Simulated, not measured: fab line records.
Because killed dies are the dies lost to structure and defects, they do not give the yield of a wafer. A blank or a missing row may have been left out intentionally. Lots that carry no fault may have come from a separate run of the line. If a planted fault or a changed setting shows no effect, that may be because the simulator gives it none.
Code-filled problem report in 8D (eight disciplines) form ; flow gf180mcu ; the parts of the form that need people (team, actions taken, sign-off) are left out

1. THE ISSUE
doseIonsCm2 at GF_DNWELL_IMPLANT_07 reads a mean of 1.032e+13 on 6 wafers of 2 lots; wafers without a fault read 9.999e+12 with a standard deviation of 1e+10. Measured from the usual mean, that is +32 standard deviations.
First seen on wafer L601.3, day 4 15:36, on implanter-02. The record holds 42 wafers of 14 lots with a number at this step. Rule for "out" (also "out of limits"): further than 4 standard deviations from the usual mean. Any other wafer with a number is counted as sound.

2. WHAT IT IS AND WHAT IT IS NOT
question;is;is not
which readings at this step;doseIonsCm2;beamOnS
which lots;L601, L603;L593, L594, L596, L597, L598, L599, L602, L609, L611, L612, L613, L615
which wafers of those lots;all that have a number;-
read on which tools;implanter-02;implanter-03, implanter-04
when;from day 4 15:36;"up to then (18 sound wafers); but 18 sound wafers of L602, L609, L611, L612, L613, L615 came after"

3. WHAT RULES OUT EACH SUSPECT
Counting: any tool at a process step up to the reading is kept as a suspect provided that every lot that is out went through it and no sound lot did after the first of them.
- implanter-02 at GF_DNWELL_IMPLANT_07: kept. All lots that are out passed through it, beginning with L601 at day 4 15:36, and no sound lot followed; its final sound lot before that point was L598 at day 3 22:45. Its own readings are out on those wafers: doseIonsCm2.
Left after counting: implanter-02 at GF_DNWELL_IMPLANT_07.

4. THE CAUSE (what the simulator had put in)
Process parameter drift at GF_DNWELL_IMPLANT_07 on implanter-02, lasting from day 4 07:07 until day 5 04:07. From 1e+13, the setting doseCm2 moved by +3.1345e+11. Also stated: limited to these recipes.
Only this tool survived the counting.

5. THE EFFECT CHAIN, in route order
Rows list readings where the struck wafers' mean (over those with a number) sits beyond 3 standard deviations from the usual. Only readings for which the record gives a usual standard deviation are gone through. hours: the time from each lot's start at the first step in this table that gives one to its start at this step, as a median over the lots. sigmas: the change in usual standard deviations.
hours;step;reading;usual;on struck wafers;change;sigmas
0;GF_DNWELL_IMPLANT_07;doseIonsCm2;9.999e+12;1.032e+13;+3.190e+11;+32
It contains these process steps:
- GF_DNWELL_IMPLANT_07
At these later measuring or inspecting steps, every struck wafer for which the step has a row has a number for every such reading, and none has moved that far: GF_SAB_THK_MEAS_01.

6. WHAT WOULD HAVE CAUGHT IT SOONER
The fault began at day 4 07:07; the first out-of-limits reading in this record came at day 4 15:36, 8 hours later.
